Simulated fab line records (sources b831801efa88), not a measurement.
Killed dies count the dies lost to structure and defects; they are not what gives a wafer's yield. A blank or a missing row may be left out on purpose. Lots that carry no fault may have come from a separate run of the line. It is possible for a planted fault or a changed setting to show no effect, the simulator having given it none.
The tool behind it: which one? :: flow gf180mcu :: 14 lots with 42 wafers sampled at 4 steps, on a route of 602 steps

== WHAT THE GAUGES READ, wafer by wafer ==
GF_V5_CD_MEAS_14: the cd target is 260 nm. Usual: cdNm 260.0 nm, standard deviation 1.3.
lot: L959
measured: day 26 23:33
on: cdSem-02
cdNm (nm): 260.1 259.2 259.8
flag: 

lot: L960
measured: day 27 03:40
on: cdSem-02
cdNm (nm): 262.7 261.3 262.0
flag: 

lot: L961
measured: day 27 12:56
on: cdSem-02
cdNm (nm): 261.2 261.7 262.0
flag: 

lot: L963
measured: day 28 10:43
on: cdSem-01
cdNm (nm): 258.9 258.6 259.1
flag: 

lot: L962
measured: day 28 14:43
on: cdSem-02
cdNm (nm): 259.8 258.9 259.8
flag: 

lot: L964
measured: day 29 04:29
on: cdSem-01
cdNm (nm): 258.2 258.3 260.0
flag: 

lot: L965
measured: day 29 14:13
on: cdSem-01
cdNm (nm): 259.5 260.4 260.6
flag: 

lot: L970
measured: day 30 17:51
on: cdSem-01
cdNm (nm): 315.1 315.3 315.2
flag: OFF

lot: L971
measured: day 31 01:48
on: cdSem-01
cdNm (nm): 258.7 259.6 259.3
flag: 

lot: L974
measured: day 31 20:07
on: cdSem-02
cdNm (nm): 303.6 302.4 303.8
flag: OFF

lot: L976
measured: day 32 02:44
on: cdSem-02
cdNm (nm): 260.1 260.5 261.3
flag: 

lot: L979
measured: day 32 22:25
on: cdSem-01
cdNm (nm): 263.1 262.8 261.9
flag: 

lot: L980
measured: day 33 00:31
on: cdSem-02
cdNm (nm): 258.8 259.4 258.6
flag: 

lot: L982
measured: day 33 10:56
on: cdSem-02
cdNm (nm): 259.3 258.9 259.4
flag: 

== TOOL THAT RAN EACH LOT (tool first, then ch and the chambers of the sampled wafers, then the start) ==
lot: L959
GF_MIM_SPUTTER_09: pvdSputter-02, day 24 04:52
GF_MIM_METAL_ETCH_19: rieMetal-02 ch 0,1, day 25 03:19
GF_V5_SOFTBAKE_10: lithoTrack-03 ch 0, day 26 13:00

lot: L960
GF_MIM_SPUTTER_09: pvdSputter-02, day 24 10:59
GF_MIM_METAL_ETCH_19: rieMetal-03 ch 0, day 25 07:52
GF_V5_SOFTBAKE_10: lithoTrack-02 ch 0, day 26 17:00

lot: L961
GF_MIM_SPUTTER_09: pvdSputter-03, day 24 20:52
GF_MIM_METAL_ETCH_19: rieMetal-03 ch 0, day 25 17:49
GF_V5_SOFTBAKE_10: lithoTrack-02 ch 0, day 27 03:00

lot: L963
GF_MIM_SPUTTER_09: pvdSputter-02, day 25 20:44
GF_MIM_METAL_ETCH_19: rieMetal-02 ch 0,1, day 26 17:51
GF_V5_SOFTBAKE_10: lithoTrack-01 ch 0, day 28 01:00

lot: L962
GF_MIM_SPUTTER_09: pvdSputter-03, day 26 02:42
GF_MIM_METAL_ETCH_19: rieMetal-01 ch 0,1, day 26 22:43
GF_V5_SOFTBAKE_10: lithoTrack-03 ch 0, day 28 05:00

lot: L964
GF_MIM_SPUTTER_09: pvdSputter-01, day 26 15:06
GF_MIM_METAL_ETCH_19: rieMetal-02 ch 0,1, day 27 11:18
GF_V5_SOFTBAKE_10: lithoTrack-02 ch 0, day 28 18:00

lot: L965
GF_MIM_SPUTTER_09: pvdSputter-01, day 27 03:11
GF_MIM_METAL_ETCH_19: rieMetal-02 ch 0,1, day 27 22:55
GF_V5_SOFTBAKE_10: lithoTrack-03 ch 0, day 29 05:00

lot: L970
GF_MIM_SPUTTER_09: pvdSputter-01, day 28 08:26
GF_MIM_METAL_ETCH_19: rieMetal-02 ch 0,1, day 29 03:41
GF_V5_SOFTBAKE_10: lithoTrack-03 ch 0, day 30 09:00

lot: L971
GF_MIM_SPUTTER_09: pvdSputter-03, day 28 16:14
GF_MIM_METAL_ETCH_19: rieMetal-01 ch 0, day 29 11:09
GF_V5_SOFTBAKE_10: lithoTrack-02 ch 0, day 30 17:00

lot: L974
GF_MIM_SPUTTER_09: pvdSputter-01, day 29 11:55
GF_MIM_METAL_ETCH_19: rieMetal-01 ch 0, day 30 05:57
GF_V5_SOFTBAKE_10: lithoTrack-03 ch 0, day 31 10:00

lot: L976
GF_MIM_SPUTTER_09: pvdSputter-01, day 29 19:45
GF_MIM_METAL_ETCH_19: rieMetal-02 ch 0,1, day 30 13:15
GF_V5_SOFTBAKE_10: lithoTrack-01 ch 0, day 31 18:00

lot: L979
GF_MIM_SPUTTER_09: pvdSputter-03, day 30 16:46
GF_MIM_METAL_ETCH_19: rieMetal-02 ch 1, day 31 09:51
GF_V5_SOFTBAKE_10: lithoTrack-02 ch 0, day 32 14:00

lot: L980
GF_MIM_SPUTTER_09: pvdSputter-02, day 30 19:27
GF_MIM_METAL_ETCH_19: rieMetal-03 ch 1, day 31 13:16
GF_V5_SOFTBAKE_10: lithoTrack-01 ch 0, day 32 16:00

lot: L982
GF_MIM_SPUTTER_09: pvdSputter-03, day 31 07:08
GF_MIM_METAL_ETCH_19: rieMetal-03 ch 0,1, day 32 00:31
GF_V5_SOFTBAKE_10: lithoTrack-01 ch 0, day 33 03:00
- GF_MIM_SPUTTER_09: material TiN, target thk 35 nm, time 29.2 s.
- GF_MIM_METAL_ETCH_19: etches the open film in Cl2/BCl3, stops on Si3N4, target depth 324.5 nm, time 54.1 s.
- GF_V5_SOFTBAKE_10: time 60 s.

== AS READ BY THE TOOLS THEMSELVES (means over the sampled wafers that have a number; for cases with no such wafer, the mark the record gives instead) ==
GF_MIM_SPUTTER_09. Usual: throttleValvePct 30.2 %, standard deviation 0.95.
lot: L959
tool: pvdSputter-02
throttleValvePct (%): 30.0
flag: 

lot: L960
tool: pvdSputter-02
throttleValvePct (%): 29.8
flag: 

lot: L961
tool: pvdSputter-03
throttleValvePct (%): 29.4
flag: 

lot: L963
tool: pvdSputter-02
throttleValvePct (%): 30.3
flag: 

lot: L962
tool: pvdSputter-03
throttleValvePct (%): 29.5
flag: 

lot: L964
tool: pvdSputter-01
throttleValvePct (%): 31.3
flag: 

lot: L965
tool: pvdSputter-01
throttleValvePct (%): 30.6
flag: 

lot: L970
tool: pvdSputter-01
throttleValvePct (%): 30.8
flag: 

lot: L971
tool: pvdSputter-03
throttleValvePct (%): 29.8
flag: 

lot: L974
tool: pvdSputter-01
throttleValvePct (%): 30.2
flag: 

lot: L976
tool: pvdSputter-01
throttleValvePct (%): 30.0
flag: 

lot: L979
tool: pvdSputter-03
throttleValvePct (%): 29.5
flag: 

lot: L980
tool: pvdSputter-02
throttleValvePct (%): 30.2
flag: 

lot: L982
tool: pvdSputter-03
throttleValvePct (%): 29.9
flag: 

GF_MIM_METAL_ETCH_19. Usual: drypumpMotorCurrentA 5.5 A, standard deviation 0.38; heBacksideLeakSccm 3.35 sccm, standard deviation 0.25; oesProductAu 0.939 a.u., standard deviation 0.0068; throttleValvePct 28.286 %, standard deviation 0.011.
lot: L959
tool: rieMetal-02
drypumpMotorCurrentA (A): 5.6
heBacksideLeakSccm (sccm): 3.23
oesProductAu (a.u.): 0.935
throttleValvePct (%): 28.285
flag: 

lot: L960
tool: rieMetal-03
drypumpMotorCurrentA (A): 4.7
heBacksideLeakSccm (sccm): 3.40
oesProductAu (a.u.): 0.942
throttleValvePct (%): 28.289
flag: 

lot: L961
tool: rieMetal-03
drypumpMotorCurrentA (A): 4.7
heBacksideLeakSccm (sccm): 3.44
oesProductAu (a.u.): 0.939
throttleValvePct (%): 28.281
flag: 

lot: L963
tool: rieMetal-02
drypumpMotorCurrentA (A): 5.4
heBacksideLeakSccm (sccm): 3.08
oesProductAu (a.u.): 0.937
throttleValvePct (%): 28.288
flag: 

lot: L962
tool: rieMetal-01
drypumpMotorCurrentA (A): 5.7
heBacksideLeakSccm (sccm): 3.41
oesProductAu (a.u.): 0.932
throttleValvePct (%): 28.287
flag: 

lot: L964
tool: rieMetal-02
drypumpMotorCurrentA (A): 5.6
heBacksideLeakSccm (sccm): 3.39
oesProductAu (a.u.): 0.940
throttleValvePct (%): 28.271
flag: 

lot: L965
tool: rieMetal-02
drypumpMotorCurrentA (A): 5.4
heBacksideLeakSccm (sccm): 3.16
oesProductAu (a.u.): 0.937
throttleValvePct (%): 28.290
flag: 

lot: L970
tool: rieMetal-02
drypumpMotorCurrentA (A): 5.5
heBacksideLeakSccm (sccm): 3.18
oesProductAu (a.u.): 0.935
throttleValvePct (%): 28.290
flag: 

lot: L971
tool: rieMetal-01
drypumpMotorCurrentA (A): 5.6
heBacksideLeakSccm (sccm): 3.34
oesProductAu (a.u.): 0.928
throttleValvePct (%): 28.287
flag: 

lot: L974
tool: rieMetal-01
drypumpMotorCurrentA (A): 5.6
heBacksideLeakSccm (sccm): 3.65
oesProductAu (a.u.): 0.939
throttleValvePct (%): 28.275
flag: 

lot: L976
tool: rieMetal-02
drypumpMotorCurrentA (A): 5.4
heBacksideLeakSccm (sccm): 3.30
oesProductAu (a.u.): 0.937
throttleValvePct (%): 28.283
flag: 

lot: L979
tool: rieMetal-02
drypumpMotorCurrentA (A): 5.7
heBacksideLeakSccm (sccm): 3.39
oesProductAu (a.u.): 0.946
throttleValvePct (%): 28.281
flag: 

lot: L980
tool: rieMetal-03
drypumpMotorCurrentA (A): 5.7
heBacksideLeakSccm (sccm): 3.85
oesProductAu (a.u.): 0.939
throttleValvePct (%): 28.273
flag: 

lot: L982
tool: rieMetal-03
drypumpMotorCurrentA (A): 5.3
heBacksideLeakSccm (sccm): 3.31
oesProductAu (a.u.): 0.940
throttleValvePct (%): 28.285
flag: 

GF_V5_SOFTBAKE_10. Usual: heaterPowerTotalW 93.05 W, standard deviation 0.056; plateTempC 129.99 C, standard deviation 0.12.
lot: L959
tool: lithoTrack-03
heaterPowerTotalW (W): 93.02
plateTempC (C): 129.84
flag: 

lot: L960
tool: lithoTrack-02
heaterPowerTotalW (W): 93.06
plateTempC (C): 129.89
flag: 

lot: L961
tool: lithoTrack-02
heaterPowerTotalW (W): 93.07
plateTempC (C): 130.08
flag: 

lot: L963
tool: lithoTrack-01
heaterPowerTotalW (W): 93.03
plateTempC (C): 129.96
flag: 

lot: L962
tool: lithoTrack-03
heaterPowerTotalW (W): 93.07
plateTempC (C): 130.08
flag: 

lot: L964
tool: lithoTrack-02
heaterPowerTotalW (W): 93.05
plateTempC (C): 130.01
flag: 

lot: L965
tool: lithoTrack-03
heaterPowerTotalW (W): 93.04
plateTempC (C): 129.99
flag: 

lot: L970
tool: lithoTrack-03
heaterPowerTotalW (W): 106.45
plateTempC (C): 144.06
flag: OFF

lot: L971
tool: lithoTrack-02
heaterPowerTotalW (W): 93.02
plateTempC (C): 129.82
flag: 

lot: L974
tool: lithoTrack-03
heaterPowerTotalW (W): 106.46
plateTempC (C): 144.32
flag: OFF

lot: L976
tool: lithoTrack-01
heaterPowerTotalW (W): 93.07
plateTempC (C): 130.12
flag: 

lot: L979
tool: lithoTrack-02
heaterPowerTotalW (W): 93.03
plateTempC (C): 129.99
flag: 

lot: L980
tool: lithoTrack-01
heaterPowerTotalW (W): 93.04
plateTempC (C): 130.08
flag: 

lot: L982
tool: lithoTrack-01
heaterPowerTotalW (W): 93.06
plateTempC (C): 130.01
flag: 

== THE ANSWER, worked out from the rows above alone ==
Rule: take the mean of a lot's wafers that have a number; if it is more than 3 standard deviations from the usual mean, the lot is off. Also off: a lot with no number at a reading for which 4 or more lots have one. Any other lot the step has rows for is counted as sound. The gauges are gone through in route order, then the tools' own readings, and for those a lot's mean is taken as printed above. The first step at which some lot is off is used, and at that step the reading that is off furthest; a lot without a number counts as furthest.
Off: L970, L974 (GF_V5_CD_MEAS_14, cdNm).
A tool fits if, at a process step before that reading, it ran every lot that is off, and no sound lot after the first of them. Not tried: the gauges at GF_V5_CD_MEAS_14; whatever is off there is also off at GF_V5_SOFTBAKE_10, on other tools, and gauge error can't account for it. One fits: lithoTrack-03 at GF_V5_SOFTBAKE_10. A fault onset in the window from L965 (day 29 05:00, its last sound lot) to L970 (day 30 09:00, its first lot off) fits.
The tool's own readings at GF_V5_SOFTBAKE_10 bear it out: on the lots that are off they differ by more than 5 times the standard deviation of the sound lots' means. heaterPowerTotalW reads 106.45 W there against 93.05 W on the sound lots; plateTempC reads 144.19 C there against 129.99 C on the sound lots.

== WHAT THE SIMULATOR HAD PUT IN ==
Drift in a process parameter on lithoTrack-03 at GF_V5_SOFTBAKE_10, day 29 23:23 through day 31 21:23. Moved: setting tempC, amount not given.
Lots struck among those shown: L970, L974. The rule above found the same.
